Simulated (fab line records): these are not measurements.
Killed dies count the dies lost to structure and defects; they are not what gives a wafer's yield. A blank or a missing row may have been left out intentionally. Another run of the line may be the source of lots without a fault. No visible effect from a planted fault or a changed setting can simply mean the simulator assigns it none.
Which of the tools did it? -- flow sky130 -- 6 lots with 18 wafers sampled at 3 steps, on a route of 708 steps

WHAT THE GAUGES READ, wafer by wafer
SKY_LDD_HVP_OVL_MEAS_07.
lot,measured,on,LDD_HVP_OVL (nm)
L880,day 22 23:21,overlay-01,1.1 1.4 -0.3
L883,day 24 05:46,overlay-01,-1.8 -0.4 -1.0
L887,day 25 13:29,overlay-01,- - -
L894,day 28 00:49,overlay-02,1.5 2.0 1.6
L898,day 29 09:35,overlay-01,0.3 -3.5 -1.7
L900,day 30 01:17,overlay-01,-0.1 0.0 0.5

WHAT TOOL EACH LOT RAN ON (gives the tool, then ch and the chambers of the sampled wafers, and finally the start)
lot,SKY_POLY_GATE_ETCH_16,SKY_LDD_HVP_EXPOSE_04
L880,"rie diel-04 ch 0,2,3, day 17 16:25","iline stepper-01 ch 0, day 22 08:05"
L883,"rie diel-03 ch 1,3, day 19 00:04","iline stepper-01 ch 0, day 23 15:20"
L887,"rie diel-04 ch 0,3, day 20 09:01","iline stepper-02 ch 0, day 24 22:30"
L894,"rie diel-02 ch 1,2, day 23 00:34","iline stepper-02 ch 0, day 27 10:02"
L898,"rie diel-04 ch 0,1,2, day 24 10:13","iline stepper-02 ch 0, day 28 19:39"
L900,"rie diel-04 ch 0,2,3, day 25 04:34","iline stepper-01 ch 0, day 29 11:29"
- SKY_POLY_GATE_ETCH_16: etches Si3N4 in CH3F/O2, stops on poly-Si, time 147.5 s, target depth 75 nm.
- SKY_LDD_HVP_EXPOSE_04: exposes mask HVPTM, target cd 700 nm.

THE ANSWER, worked out from the rows above alone
Rule: the lots themselves supply what counts as usual. Put in order of their means at a reading, lots are off if they are a third of the lots or fewer, leave a main group of 4 or more, and stand apart from it by a gap of 3 or more times the standard deviation of the main group's means; of several such gaps the widest counts. If all means in a main group match to the digits the tables above print for the reading, that group is not used. Also off: a lot with no number at a reading for which 4 or more lots have one. Where the step has rows for the other lots, those lots are counted as sound.
Off: at SKY_LDD_HVP_OVL_MEAS_07 (LDD_HVP_OVL), L887. Without a number there: L887. The main group: mean -0.0 nm, standard deviation 1.2.
A tool fits if, at a process step before that reading, it ran every lot that is off, and no sound lot after the first of them. Gauges at SKY_LDD_HVP_OVL_MEAS_07: tried the same way as those tools. No candidate that was tried fits.

WHAT THE SIMULATOR PUT IN
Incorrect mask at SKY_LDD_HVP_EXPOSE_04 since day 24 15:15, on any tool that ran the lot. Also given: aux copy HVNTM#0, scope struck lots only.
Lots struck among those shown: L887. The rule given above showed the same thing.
